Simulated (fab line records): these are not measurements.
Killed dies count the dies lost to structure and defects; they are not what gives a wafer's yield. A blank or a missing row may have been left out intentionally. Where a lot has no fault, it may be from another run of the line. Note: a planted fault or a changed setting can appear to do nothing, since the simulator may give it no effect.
One fault through the eyes of 2 desks	flow gf180mcu	what lay behind the numbers comes last; until then each desk has only its own

## FOR THE TOOL OWNER'S DESK: implanter-03
For each lot that ran on this tool, the mean over its sampled wafers that have a number, from the tool's own readings at GF_MVSD_IMPLANT_09. The brackets show how far a lot's mean lies from the usual mean; more than 4 standard deviations puts the lot out of limits, marked OUT.
Columns: A = dose_ions_cm2 at GF_MVSD_IMPLANT_09, usual 5e+12; B = faraday_current_uA at GF_MVSD_IMPLANT_09, usual 28.2
lot	first seen here	A	B
L706	day 4 20:37	5e+12	28.3
L717	day 7 10:57	5e+12 (+81) OUT	30.7 (+4.3) OUT
L718	day 7 20:29	5e+12 (+80) OUT	30.5 (+4.0) OUT
L719	day 8 03:06	5e+12 (+81) OUT	30.8 (+4.4) OUT
Finding of this desk: L717, L718, L719 out of limits; the first was L717 at day 7 10:57, on dose_ions_cm2 at GF_MVSD_IMPLANT_09. In limits: L706.

## METROLOGY DESK
What the gauges read for every lot (on any tool): the sampled wafers with a number, averaged. The brackets show how far a lot's mean lies from the usual mean; more than 4 standard deviations puts the lot out of limits, marked OUT.
Columns: A = MVSD_RS at GF_VT_IMPLANT_RS_MEAS_46, usual 457.3 ohm/sq; B = PSD_RS at GF_PSD_RS_MEAS_15, usual 108.62 ohm/sq
lot	first seen here	A	B
L705	day 7 19:16	458.0	109.02
L706	day 8 01:07	458.8	108.78
L707	day 8 11:39	458.9	108.68
L708	day 8 19:04	457.1	108.96
L709	day 9 05:13	457.4	108.69
L716	day 11 03:45	456.7	108.34
L717	day 11 07:59	450.5 (-5.7) OUT	108.46
L718	day 11 19:13	447.8 (-7.9) OUT	108.76
L719	day 12 01:52	451.5 (-4.9) OUT	108.36
L720	day 12 07:26	458.3	108.70
L722	day 13 00:28	456.5	108.55
L723	day 13 08:20	456.2	108.62
L727	day 14 11:14	457.5	108.38
Finding of this desk: L717, L718, L719 out of limits, first seen on L717 at day 11 07:59 (MVSD_RS at GF_VT_IMPLANT_RS_MEAS_46). In limits: L705, L706, L707, L708, L709, L716, L720, L722, L723, L727.

## TAKEN TOGETHER
The tool owner's desk had the chance to raise an alarm at day 7 10:57 on L717, L718, L719.
At day 11 07:59 the metrology desk could have sounded an alarm, on L717, L718, L719.
GF_MVSD_IMPLANT_09 was run on implanter-03 by each of the lots named.

## WHAT THE SIMULATOR HAD INSERTED
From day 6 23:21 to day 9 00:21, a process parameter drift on implanter-03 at GF_MVSD_IMPLANT_09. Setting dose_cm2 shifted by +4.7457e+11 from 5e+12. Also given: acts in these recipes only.
Struck lots among those shown: L717, L718, L719.
Delay (hours) between the fault's onset and each desk's first out-of-limits reading: 12 at the tool owner's desk, 105 at the metrology desk.
